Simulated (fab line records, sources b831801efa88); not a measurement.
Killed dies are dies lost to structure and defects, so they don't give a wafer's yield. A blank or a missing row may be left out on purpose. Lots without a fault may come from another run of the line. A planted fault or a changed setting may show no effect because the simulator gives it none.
Which tool did it? | flow gf180mcu | 6 lots, 18 wafers sampled, at 1 step of a route of 602

WHAT THE GAUGES READ, wafer by wafer
GF_CONTACT_RS_MEAS_25: measures by four-point-probe.
lot  | measured     | on            | CONTACT_W_RS (ohm/sq)
L931 | day 16 08:37 | film_metro-03 | 0.379 0.378 0.379
L941 | day 20 07:29 | film_metro-01 | 0.380 0.393 0.383
L944 | day 21 15:29 | film_metro-01 | 0.380 0.377 0.372
L946 | day 22 10:50 | film_metro-03 | 0.378 0.382 0.379
L949 | day 23 07:53 | film_metro-03 | 0.375 0.374 0.381
L952 | day 24 03:10 | film_metro-01 | 0.371 0.375 0.378

WHICH TOOL RAN EACH LOT (tool, then ch and the chambers of the sampled wafers, then the start)
The record holds no process step before these readings.

THE ANSWER, worked out from the rows above alone
Rule: what is usual is taken from the lots themselves. Put in order of their means at a reading, lots are off if they are a third of the lots or fewer, leave a main group of 4 or more, and stand apart from it by a gap of 3 or more times the standard deviation of the main group's means; of several such gaps the widest counts. A main group whose means are all the same, to the digits that the tables above print for the reading, isn't used. A lot without any number at a reading at which 4 lots or more have one is off too. The other lots that the step has rows for count as sound.
Off: L941, at GF_CONTACT_RS_MEAS_25 (CONTACT_W_RS). The main group: mean 0.377 ohm/sq, standard deviation 0.0018.
A tool fits if, at a process step before that reading, it ran every lot that is off, and no sound lot after the first of them. The gauges at GF_CONTACT_RS_MEAS_25 are tried like those tools. None of those tried fits.

WHAT THE SIMULATOR HAD PUT IN
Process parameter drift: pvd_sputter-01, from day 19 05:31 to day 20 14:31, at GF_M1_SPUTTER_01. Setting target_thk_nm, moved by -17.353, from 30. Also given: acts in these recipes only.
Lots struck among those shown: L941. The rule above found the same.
